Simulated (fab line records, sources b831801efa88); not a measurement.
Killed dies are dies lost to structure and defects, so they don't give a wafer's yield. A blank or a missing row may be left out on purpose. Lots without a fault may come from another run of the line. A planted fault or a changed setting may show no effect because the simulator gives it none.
Which tool did it? | flow sky130 | 12 lots, 36 wafers sampled, at 1 step of a route of 708

WHAT THE GAUGES READ, wafer by wafer
SKY_SONOS_TUNNEL_TW_MEAS_12.
lot  | measured     | on            | SONOS_TUNNEL_TW
L075 | day 11 17:08 | film_metro-03 | 195.7 196.4 195.2
L077 | day 12 09:17 | film_metro-03 | 196.6 197.1 196.5
L079 | day 13 02:50 | film_metro-04 | 195.1 196.0 196.1
L081 | day 14 01:50 | film_metro-04 | 194.9 195.7 195.6
L084 | day 15 00:45 | film_metro-04 | 196.3 196.1 196.5
L085 | day 15 09:14 | film_metro-04 | 195.0 196.2 196.2
L087 | day 15 18:05 | film_metro-03 | 195.5 195.7 196.1
L089 | day 16 16:22 | film_metro-04 | 196.7 196.7 196.9
L091 | day 17 03:03 | film_metro-03 | 196.0 195.9 195.8
L093 | day 17 19:19 | film_metro-02 | 196.5 195.9 195.6
L095 | day 18 11:32 | film_metro-02 | 195.8 195.5 196.4
L097 | day 19 00:25 | film_metro-02 | 195.5 195.2 195.4

WHICH TOOL RAN EACH LOT (tool, then ch and the chambers of the sampled wafers, then the start)
The record holds no process step before these readings.

THE ANSWER, worked out from the rows above alone
Rule: what is usual is taken from the lots themselves. Put in order of their means at a reading, lots are off if they are a third of the lots or fewer, leave a main group of 4 or more, and stand apart from it by a gap of 3 or more times the standard deviation of the main group's means; of several such gaps the widest counts. A main group whose means are all the same, to the digits that the tables above print for the reading, isn't used. A lot without any number at a reading at which 4 lots or more have one is off too. The other lots that the step has rows for count as sound.
No lot is off at any reading shown: from this, nothing can be told.

WHAT THE SIMULATOR HAD PUT IN
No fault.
